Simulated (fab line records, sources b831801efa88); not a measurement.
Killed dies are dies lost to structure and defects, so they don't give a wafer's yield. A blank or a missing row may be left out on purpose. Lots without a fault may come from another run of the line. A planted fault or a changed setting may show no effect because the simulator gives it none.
A struck lot beside a sound one | flow gf180mcu | 14 steps out of a route of 602
Sound: wafers L431.2, L431.5, L431.6. Struck: wafers L437.1, L437.2, L437.4. The cause comes at the end.
At each step with rows: each side's tool, then ch and its chambers, then its first start. Under that, the readings that differ: sound wafers | struck wafers | difference of the means | sigmas: that difference in standard deviations of wafers without a fault.
alike: readings whose means differ by less than 2 such deviations, and words and numbers that are the same on both sides. not compared: withheld readings, readings that some wafer has no value for, bounds like >300 that may hide the same value, and numbers for which the record gives no deviation and whose values overlap.
The two part at a step that has a row with sigmas, a row that says differs or no value, or rows on one side only. Numbers that don't overlap but have no deviation are shown without sigmas and don't part them. A reading that every wafer of one side lacks parts them only if that side has two wafers or more.

first, 3 steps without rows for these wafers: GF_V1_STRIP_18 (strips in O2/N2); GF_V1_STRIP_19 (strips in post etch residue remover, time 1200 s); GF_V1_CLEAN_20 (cleans in DIW).
GF_V1_SPUTTER_21: material Ti, target thk 15 nm, time 80.02 s.
  sound on pvd_sputter-04, day 18 18:01; struck on pvd_sputter-02, day 20 22:44
  alike: cathode_dc_power_W, chamber_pressure_pa, throttle_valve_pct
then, 1 step without rows for these wafers: GF_V1_SPUTTER_22 (material TiN, target thk 10 nm, time 40 s).
GF_V1_CVD_23: deposits W, target thk 350 nm, time 105.05 s.
  sound on cvd_w-01 ch 0,1, day 18 18:07; struck on cvd_w-02 ch 0,1, day 20 22:50
  alike: chamber_pressure_Torr, heater_power_w
GF_V1_RS_MEAS_24: measures by four-point-probe.
  sound on film_metro-03, day 18 18:14; struck on film_metro-04, day 20 22:56
  alike: V1_W_RS
GF_V1_THK_MEAS_25: measures by xrf.
  sound on film_metro-03, day 18 18:21; struck on film_metro-04, day 20 23:04
  alike: V1_W_THK
GF_V1_CMP_26: polishes, stops on SiO2, t overpolish 15 s, target thk 0 nm.
  sound on cmp-02 ch 1,2,3, day 18 18:30; struck on cmp-01 ch 0,2,3, day 20 23:07
  alike: motor_current_A, overpolish_run_s, time_to_endpoint_s
then, 2 steps without rows for these wafers: GF_M2_SPUTTER_00 (material Ti, target thk 37.5 nm, time 150 s); GF_M2_SPUTTER_01 (material TiN, target thk 30 nm, time 25 s).
GF_M2_SPUTTER_02: material AlCu, target thk 450 nm, time 23.9 s.
  sound on pvd_sputter-03, day 18 18:50; struck on pvd_sputter-02, day 20 23:34
  reading                | sound             | struck            | difference | sigmas
  cathode_dc_power_W (W) | 10597 10598 10598 | 10603 10601 10601 | +4         | +2
  alike: chamber_pressure_pa, throttle_valve_pct
GF_M2_SPUTTER_03: material Ti, target thk 10 nm, time 6.7 s.
  sound on pvd_sputter-03, day 18 18:52; struck on pvd_sputter-02, day 20 23:35
  no value came back on the struck wafers for cathode_dc_power_W (W), chamber_pressure_pa (Pa), throttle_valve_pct (%); on the sound wafers cathode_dc_power_W (W) reads 2999.6 2999.5 3000.6
GF_M2_SPUTTER_04: material TiN, target thk 50 nm, time 41.7 s.
  sound on pvd_sputter-03, day 18 18:53; struck on pvd_sputter-02, day 20 23:37
  alike: cathode_dc_power_W, chamber_pressure_pa, throttle_valve_pct

WHERE THEY PART
First at GF_M2_SPUTTER_02; last, within this record, at GF_M2_SPUTTER_03. Later steps at which nothing parts them and some readings are alike: GF_M2_SPUTTER_04.

WHY: what the simulator had put in
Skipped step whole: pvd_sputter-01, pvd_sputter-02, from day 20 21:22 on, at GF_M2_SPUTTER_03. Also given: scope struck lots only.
